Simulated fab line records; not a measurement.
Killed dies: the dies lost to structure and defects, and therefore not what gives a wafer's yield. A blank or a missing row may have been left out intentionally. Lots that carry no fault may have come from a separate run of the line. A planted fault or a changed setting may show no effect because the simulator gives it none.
Which tool was responsible? / flow sky130 / 11 lots, 33 wafers sampled, at 3 steps of a route of 708

== WHAT THE GAUGES SHOWED, per wafer ==
SKY_VIA1_THK_MEAS_23: measures by xrf.
lot=L658; measured=day 34 03:57; on=film_metro-03; VIA1_W_THK (nm)=263 263 262
lot=L659; measured=day 34 11:36; on=film_metro-03; VIA1_W_THK (nm)=272 267 267
lot=L660; measured=day 34 22:00; on=film_metro-02; VIA1_W_THK (nm)=268 265 269
lot=L662; measured=day 35 17:10; on=film_metro-01; VIA1_W_THK (nm)=263 260 264
lot=L663; measured=day 35 21:46; on=film_metro-02; VIA1_W_THK (nm)=266 268 261
lot=L672; measured=day 38 13:13; on=film_metro-01; VIA1_W_THK (nm)=257 265 263
lot=L674; measured=day 39 03:20; on=film_metro-02; VIA1_W_THK (nm)=270 268 265
lot=L676; measured=day 39 19:54; on=film_metro-02; VIA1_W_THK (nm)=272 269 275
lot=L677; measured=day 40 00:37; on=film_metro-03; VIA1_W_THK (nm)=266 263 270
lot=L678; measured=day 40 13:04; on=film_metro-02; VIA1_W_THK (nm)=269 276 268
lot=L680; measured=day 42 01:14; on=film_metro-02; VIA1_W_THK (nm)=272 275 276

== TOOL THAT RAN EACH LOT (tool first, then ch and the chambers of the sampled wafers, then the start) ==
lot=L658; SKY_METAL1_SPUTTER_03=pvd_sputter-03, day 31 19:56; SKY_METAL1_DESCUM_17=rie_metal-01 ch 0, day 32 22:42
lot=L659; SKY_METAL1_SPUTTER_03=pvd_sputter-01, day 32 03:09; SKY_METAL1_DESCUM_17=rie_metal-02 ch 0,1, day 33 07:11
lot=L660; SKY_METAL1_SPUTTER_03=pvd_sputter-03, day 32 13:07; SKY_METAL1_DESCUM_17=rie_metal-02 ch 0,1, day 33 17:01
lot=L662; SKY_METAL1_SPUTTER_03=pvd_sputter-02, day 33 09:11; SKY_METAL1_DESCUM_17=rie_metal-03 ch 0, day 34 11:48
lot=L663; SKY_METAL1_SPUTTER_03=pvd_sputter-01, day 33 14:48; SKY_METAL1_DESCUM_17=rie_metal-03 ch 0, day 34 17:16
lot=L672; SKY_METAL1_SPUTTER_03=pvd_sputter-03, day 36 06:35; SKY_METAL1_DESCUM_17=rie_metal-03 ch 0,1, day 37 08:46
lot=L674; SKY_METAL1_SPUTTER_03=pvd_sputter-03, day 36 21:23; SKY_METAL1_DESCUM_17=rie_metal-02 ch 0,1, day 38 00:01
lot=L676; SKY_METAL1_SPUTTER_03=pvd_sputter-01, day 37 14:34; SKY_METAL1_DESCUM_17=rie_metal-02 ch 0,1, day 38 15:59
lot=L677; SKY_METAL1_SPUTTER_03=pvd_sputter-03, day 37 19:11; SKY_METAL1_DESCUM_17=rie_metal-01 ch 0,1, day 38 21:24
lot=L678; SKY_METAL1_SPUTTER_03=pvd_sputter-01, day 38 09:41; SKY_METAL1_DESCUM_17=rie_metal-03 ch 0,1, day 39 11:11
lot=L680; SKY_METAL1_SPUTTER_03=pvd_sputter-01, day 39 22:38; SKY_METAL1_DESCUM_17=rie_metal-01 ch 0,1, day 40 23:22
- SKY_METAL1_SPUTTER_03: material Ti, target thk 5 nm, time 3.3 s.
- SKY_METAL1_DESCUM_17: chemistry O2, time 8 s.

== WHAT THE TOOLS THEMSELVES READ (means of the sampled wafers that have a number; where no wafer has one, the mark that the record gives instead) ==
SKY_METAL1_SPUTTER_03.
lot=L658; tool=pvd_sputter-03; throttle_valve_pct (%)=30.9
lot=L659; tool=pvd_sputter-01; throttle_valve_pct (%)=31.1
lot=L660; tool=pvd_sputter-03; throttle_valve_pct (%)=29.4
lot=L662; tool=pvd_sputter-02; throttle_valve_pct (%)=28.3
lot=L663; tool=pvd_sputter-01; throttle_valve_pct (%)=30.7
lot=L672; tool=pvd_sputter-03; throttle_valve_pct (%)=30.2
lot=L674; tool=pvd_sputter-03; throttle_valve_pct (%)=29.3
lot=L676; tool=pvd_sputter-01; throttle_valve_pct (%)=30.5
lot=L677; tool=pvd_sputter-03; throttle_valve_pct (%)=30.4
lot=L678; tool=pvd_sputter-01; throttle_valve_pct (%)=31.0
lot=L680; tool=pvd_sputter-01; throttle_valve_pct (%)=30.7

SKY_METAL1_DESCUM_17.
lot=L658; tool=rie_metal-01; chamber_pressure_mTorr (mTorr)=10.005; drypump_motor_current_A (A)=5.4; oes_product_au (a.u.)=0.974
lot=L659; tool=rie_metal-02; chamber_pressure_mTorr (mTorr)=10.000; drypump_motor_current_A (A)=5.9; oes_product_au (a.u.)=0.994
lot=L660; tool=rie_metal-02; chamber_pressure_mTorr (mTorr)=9.995; drypump_motor_current_A (A)=5.9; oes_product_au (a.u.)=0.998
lot=L662; tool=rie_metal-03; chamber_pressure_mTorr (mTorr)=10.004; drypump_motor_current_A (A)=6.0; oes_product_au (a.u.)=0.994
lot=L663; tool=rie_metal-03; chamber_pressure_mTorr (mTorr)=9.993; drypump_motor_current_A (A)=6.0; oes_product_au (a.u.)=0.992
lot=L672; tool=rie_metal-03; chamber_pressure_mTorr (mTorr)=9.999; drypump_motor_current_A (A)=5.6; oes_product_au (a.u.)=0.991
lot=L674; tool=rie_metal-02; chamber_pressure_mTorr (mTorr)=10.003; drypump_motor_current_A (A)=5.9; oes_product_au (a.u.)=0.999
lot=L676; tool=rie_metal-02; chamber_pressure_mTorr (mTorr)=9.996; drypump_motor_current_A (A)=6.0; oes_product_au (a.u.)=0.999
lot=L677; tool=rie_metal-01; chamber_pressure_mTorr (mTorr)=10.006; drypump_motor_current_A (A)=5.4; oes_product_au (a.u.)=0.987
lot=L678; tool=rie_metal-03; chamber_pressure_mTorr (mTorr)=9.999; drypump_motor_current_A (A)=5.2; oes_product_au (a.u.)=0.990
lot=L680; tool=rie_metal-01; chamber_pressure_mTorr (mTorr)=10.001; drypump_motor_current_A (A)=5.4; oes_product_au (a.u.)=0.981

== THE ANSWER, worked out from the rows above alone ==
Rule: usual is defined by the lots themselves. The widest of any qualifying gaps counts: lots, ordered by their means at a reading, are off when they make up no more than a third of the lots, leave a main group of 4 or more, and stand apart from it by 3 or more times the standard deviation of that group's means. The tables above print the reading to a certain number of digits; a main group whose means all agree to those digits is not used. Also off: a lot with no number at a reading for which 4 or more lots have one. Any other lot the step has rows for is counted as sound. First the gauges in route order, then the tools' own readings, where a lot's mean is used as printed above. The first step at which some lot is off is used, and at that step the reading that is off furthest; a lot without a number counts as furthest.
No lot is off on any of the readings shown, so nothing can be concluded from this.

== WHAT THE SIMULATOR HAD PUT IN ==
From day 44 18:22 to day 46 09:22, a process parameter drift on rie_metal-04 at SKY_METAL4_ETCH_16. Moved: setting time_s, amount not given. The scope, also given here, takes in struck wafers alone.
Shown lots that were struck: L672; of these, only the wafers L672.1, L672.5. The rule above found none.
